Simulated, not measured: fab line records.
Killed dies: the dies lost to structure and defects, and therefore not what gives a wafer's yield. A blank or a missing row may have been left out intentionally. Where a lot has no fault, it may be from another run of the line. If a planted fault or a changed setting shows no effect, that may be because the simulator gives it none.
Which tool was responsible?	flow sky130	72 wafers from 24 lots sampled at 4 of the route's 708 steps

WHAT EACH GAUGE READ, for each wafer
SKY_METAL1_CD_MEAS_15: the cd target is 140 nm. Usual: cd-nm reads 140.1 nm (standard deviation 1.3).
lot	measured	on	cd-nm (nm)	flag
L075	day 34 03:52	cd-sem-01	140.2 141.6 140.2	
L074	day 34 05:55	cd-sem-01	141.2 144.3 141.3	
L076	day 34 07:57	cd-sem-01	139.5 138.9 139.5	
L077	day 34 09:37	cd-sem-01	139.1 140.4 140.1	
L078	day 34 19:05	cd-sem-01	139.2 138.4 139.5	
L079	day 35 04:43	cd-sem-01	138.8 137.2 138.6	
L080	day 35 12:45	cd-sem-01	141.8 140.0 139.4	
L081	day 35 15:53	cd-sem-01	141.1 141.4 141.5	
L082	day 35 16:11	cd-sem-02	140.7 139.2 141.4	
L083	day 36 02:31	cd-sem-01	139.8 140.3 138.8	
L084	day 36 13:38	cd-sem-01	138.6 141.7 138.8	
L085	day 36 18:46	cd-sem-01	139.7 139.5 139.1	
L086	day 36 22:48	cd-sem-01	140.1 138.6 140.1	
L087	day 37 03:11	cd-sem-02	140.3 141.2 140.8	
L088	day 37 16:04	cd-sem-01	142.3 141.7 141.0	
L089	day 37 17:19	cd-sem-01	141.7 142.7 144.0	
L090	day 37 22:35	cd-sem-02	139.0 138.6 138.9	
L091	day 38 04:50	cd-sem-02	141.6 140.5 141.1	
L092	day 38 16:29	cd-sem-02	138.6 139.8 139.9	
L093	day 38 23:13	cd-sem-01	139.0 140.0 139.8	
L094	day 39 10:32	cd-sem-02	139.8 140.6 140.6	
L095	day 39 20:08	cd-sem-02	140.0 139.4 140.6	
L097	day 39 22:13	cd-sem-02	137.6 139.4 140.4	
L096	day 40 02:16	cd-sem-02	141.0 139.0 137.3	

SKY_METAL2_OVL_MEAS_16. Usual: METAL2_OVL typically reads -4 nm, with standard deviation 6.2.
lot	measured	on	METAL2_OVL (nm)	flag
L075	day 36 11:56	overlay-01	-6 -2 1	
L074	day 36 14:04	overlay-02	-16 -13 -13	
L076	day 36 17:01	overlay-01	-1 -5 0	
L077	day 36 18:32	overlay-01	1 -6 -1	
L078	day 37 03:50	overlay-02	-2 -3 1	
L079	day 37 14:13	overlay-02	-7 -7 -8	
L080	day 37 22:38	overlay-02	-6 7 -5	
L081	day 38 00:50	overlay-02	-8 -12 -3	
L082	day 38 01:13	overlay-02	5 9 -8	
L083	day 38 10:20	overlay-02	6 -3 -4	
L084	day 38 21:05	overlay-01	-6 -18 -7	
L085	day 39 01:38	overlay-01	-11 -1 0	
L086	day 39 05:05	overlay-02	-6 -11 -2	
L087	day 39 09:10	overlay-01	-11 -15 -6	
L088	day 39 21:10	overlay-02	10 1 9	
L089	day 39 23:11	overlay-01	2 -10 -3	
L090	day 40 04:22	overlay-01	-14 -16 -16	
L091	day 40 10:22	overlay-02	0 -7 -13	
L092	day 40 21:05	overlay-01	-6 -8 -5	
L093	day 41 04:53	overlay-02	5 1 4	
L094	day 41 14:22	overlay-02	-6 -11 -4	
L095	day 41 23:37	overlay-02	-12 -4 -11	
L097	day 42 00:59	overlay-01	-9 -16 -6	
L096	day 42 05:41	overlay-02	-5 -4 -4	

SKY_VIA2_THK_MEAS_23: measures by xrf. Usual: VIA2_W_THK typically reads 429 nm, with standard deviation 8.5.
lot	measured	on	VIA2_W_THK (nm)	flag
L075	day 37 17:21	film-metro-02	425 424 419	
L074	day 37 19:49	film-metro-03	421 420 416	
L076	day 37 23:30	film-metro-04	423 422 436	
L077	day 38 00:08	film-metro-04	425 421 416	
L078	day 38 08:36	film-metro-02	442 425 441	
L079	day 38 18:08	film-metro-03	428 426 425	
L080	day 39 01:58	film-metro-03	430 429 424	
L081	day 39 04:25	film-metro-04	439 442 436	
L082	day 39 04:37	film-metro-02	437 432 436	
L083	day 39 13:44	film-metro-02	425 443 426	
L084	day 40 00:43	film-metro-02	423 427 428	
L085	day 40 05:53	film-metro-04	429 429 428	
L086	day 40 08:45	film-metro-04	437 419 437	
L087	day 40 12:40	film-metro-04	435 434 432	
L088	day 41 00:50	film-metro-04	428 426 424	
L089	day 41 02:18	film-metro-03	435 415 413	
L090	day 41 07:32	film-metro-02	434 418 439	
L091	day 41 12:50	film-metro-02	439 434 421	
L092	day 41 23:16	film-metro-04	446 428 430	
L093	day 42 06:57	film-metro-03	421 441 421	
L094	day 42 16:15	film-metro-03	447 422 421	
L095	day 43 01:13	film-metro-04	438 415 441	
L097	day 43 03:32	film-metro-04	421 423 440	
L096	day 43 07:51	film-metro-03	422 439 418	

SKY_CAPM_OVL_MEAS_12. Usual: CAPM_OVL typically reads 1.0 nm, with standard deviation 1.7.
lot	measured	on	CAPM_OVL (nm)	flag
L075	day 38 19:03	overlay-02	1.1 0.3 -0.1	
L074	day 38 20:47	overlay-02	1.9 2.9 4.3	
L076	day 39 00:42	overlay-02	5.9 0.6 3.7	
L077	day 39 01:00	overlay-02	1.3 3.0 0.0	
L078	day 39 09:04	overlay-02	3.6 1.6 3.3	
L079	day 39 19:46	overlay-02	1.5 2.3 2.1	
L080	day 40 04:08	overlay-02	-0.4 -1.0 1.2	
L081	day 40 06:55	overlay-01	0.9 2.2 3.7	
L082	day 40 07:05	overlay-02	1.3 1.0 2.4	
L083	day 40 15:06	overlay-02	-1.6 -2.0 -1.5	
L084	day 41 01:53	overlay-02	2.7 2.7 2.3	
L085	day 41 06:40	overlay-02	1.1 1.9 1.3	
L086	day 41 09:45	overlay-02	1.1 1.8 1.8	
L087	day 41 13:14	overlay-01	-1.8 -1.3 1.0	
L088	day 42 00:43	overlay-02	0.6 1.3 1.8	
L089	day 42 02:34	overlay-02	0.4 -0.3 -0.1	
L090	day 42 07:35	overlay-02	-2.1 -1.3 -1.4	
L091	day 42 12:51	overlay-02	1.3 2.1 1.8	
L092	day 42 22:20	overlay-01	0.1 0.8 1.0	
L093	day 43 07:06	overlay-01	0.2 -0.7 1.9	
L094	day 43 15:44	overlay-01	-2.9 1.4 0.9	
L095	day 44 00:49	overlay-02	3.6 2.8 1.3	
L097	day 44 03:56	overlay-01	2.0 0.8 2.7	
L096	day 44 08:41	overlay-02	-1.9 -3.0 -1.0	

WHICH TOOL RAN EACH LOT (tool, then ch and the chambers of the sampled wafers, then the start)
No process step before these readings appears in the record.

AS READ BY THE TOOLS THEMSELVES (means over the sampled wafers that have a number; for cases with no such wafer, the mark the record gives instead)
The record holds no such reading with a usual standard deviation.

THE ANSWER, worked out from the rows above alone
Rule: lot off if the mean of its wafers having a number is beyond 3 standard deviations from the usual mean. Also off: a lot with no number at a reading for which 4 or more lots have one. Where the step has rows for the other lots, those lots are counted as sound. After the gauges, taken in route order, come the tools' own readings; for these a lot's mean is taken, as printed above. At the first step where some lot is off, the reading lying furthest off is the one used; lots without a number count as furthest.
No lot is off at any reading shown: from this, nothing can be told.

WHAT THE SIMULATOR HAD PUT IN
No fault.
